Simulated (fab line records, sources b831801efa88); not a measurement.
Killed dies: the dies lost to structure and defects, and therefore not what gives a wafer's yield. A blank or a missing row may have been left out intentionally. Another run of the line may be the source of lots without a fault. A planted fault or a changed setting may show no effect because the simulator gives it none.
A struck lot beside a sound one || flow sky130 || 15 steps out of a route of 708
Sound: wafers L498.1, L498.3, L498.5. Wafers L502.2, L502.3, L502.5 were the ones struck. At the end, the cause is stated.
Per side, at each step with rows, come the tool, then ch with its chambers, and then its first start. Under that, the readings that differ: sound wafers || struck wafers || difference of the means || sigmas: that difference in standard deviations of wafers without a fault.
alike: same words and numbers on both sides, and readings whose means sit less than 2 such deviations apart. not compared: any withheld reading, any reading some wafer has no value for, any bound like >300 that may hide the same value, and any number with overlapping values for which the record gives no deviation.
A row with sigmas, a row that says differs or no value, or rows on one side alone: a step with any of these is where the two part. Non-overlapping numbers with no deviation appear without sigmas and do not part them. Lack of a reading on every wafer of one side parts them only where that side has two or more wafers.

first, 2 steps without rows for these wafers: SKY_NWELL_IMPLANT_12; SKY_NWELL_IMPLANT_13.
SKY_NWELL_STRIP_14: strips in O2/N2.
  sound on plasmaAsher-04 ch 0,1, day 6 23:33; struck on plasmaAsher-02 ch 1, day 7 21:48
  alike: drypumpMotorCurrentA, oesProductAu, stripTimeToEndpointS
  not compared: rfHoursCounterH
SKY_NWELL_TW_MEAS_15:
  sound on filmMetro-04 at day 6 23:39; struck on filmMetro-01 at day 7 21:55
  alike: NWELL_TW
then, 7 steps without rows for these wafers: SKY_NWELL_DEHYDRATE_16 (time 60 s); SKY_NWELL_HMDS_17 (prime time 60 s); SKY_NWELL_COAT_18 (resist thk 3000 nm); SKY_NWELL_SOFTBAKE_19; SKY_NWELL_EXPOSE_20 (exposes mask NWM COMPLEMENT, target cd 840 nm); SKY_NWELL_PEB_21; SKY_NWELL_DEVELOP_22 (develop time 60 s).
SKY_NWELL_OVL_MEAS_23:
  sound on overlay-02 at day 7 19:31; struck on overlay-01 at day 8 18:03
  alike: NWELL_01_OVL
SKY_NWELL_IMPLANT_24:
  sound on implanter-02 ch 0, day 7 19:33; struck on implanter-02 ch 0, day 8 18:06
{"reading": "doseIonsCm2", "sound": "9.181e+12 9.168e+12 9.195e+12", "struck": "9.935e+12 9.928e+12 9.929e+12", "difference": "+7.493e+11", "sigmas": "+79"}
{"reading": "faradayCurrentUA", "sound": "51.6 52.9 50.8", "struck": "53.9 54.5 56.6", "difference": "+3.2", "sigmas": "+3"}
SKY_NWELL_STRIP_25: strips in O2/N2.
  sound on plasmaAsher-03 ch 0, day 7 19:42; struck on plasmaAsher-02 ch 0,1, day 8 18:14
  alike: drypumpMotorCurrentA, oesProductAu, stripTimeToEndpointS
  not compared: rfHoursCounterH
-- the record jumps here: 40 days lie between the struck wafers' starts before and after (it left off in module NWELL and takes up again in module PAD_OPEN, whose first step shown is number 708 of the route) --
SKY_PAD_OPEN_PROBE_99:
  sound on prober-01 at day 48 07:41; struck on prober-01 at day 49 03:59
{"reading": "model.etest.resPwellUnderGate.rsOhmSq", "sound": "2280 2282 2280", "struck": "2150 2165 2158", "difference": -123, "sigmas": ""}
  alike: killed_at_M0_to_M3, killed_at_M4_up, killedAtContacts, killedAtFrontEnd, killedAtOther, killedDies, killedOpen, killedShort
  not compared: model.etest.pfet_16v.rOnOhmUm, model.etest.fieldN.vtV

WHERE THEY PART
At SKY_NWELL_IMPLANT_24 and nowhere else, as far as this record goes. Later steps at which nothing parts them and some readings are alike: SKY_NWELL_STRIP_25, SKY_PAD_OPEN_PROBE_99.

WHY: whatever the simulator had introduced
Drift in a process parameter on implanter-02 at SKY_NWELL_IMPLANT_24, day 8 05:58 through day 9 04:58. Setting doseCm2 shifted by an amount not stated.
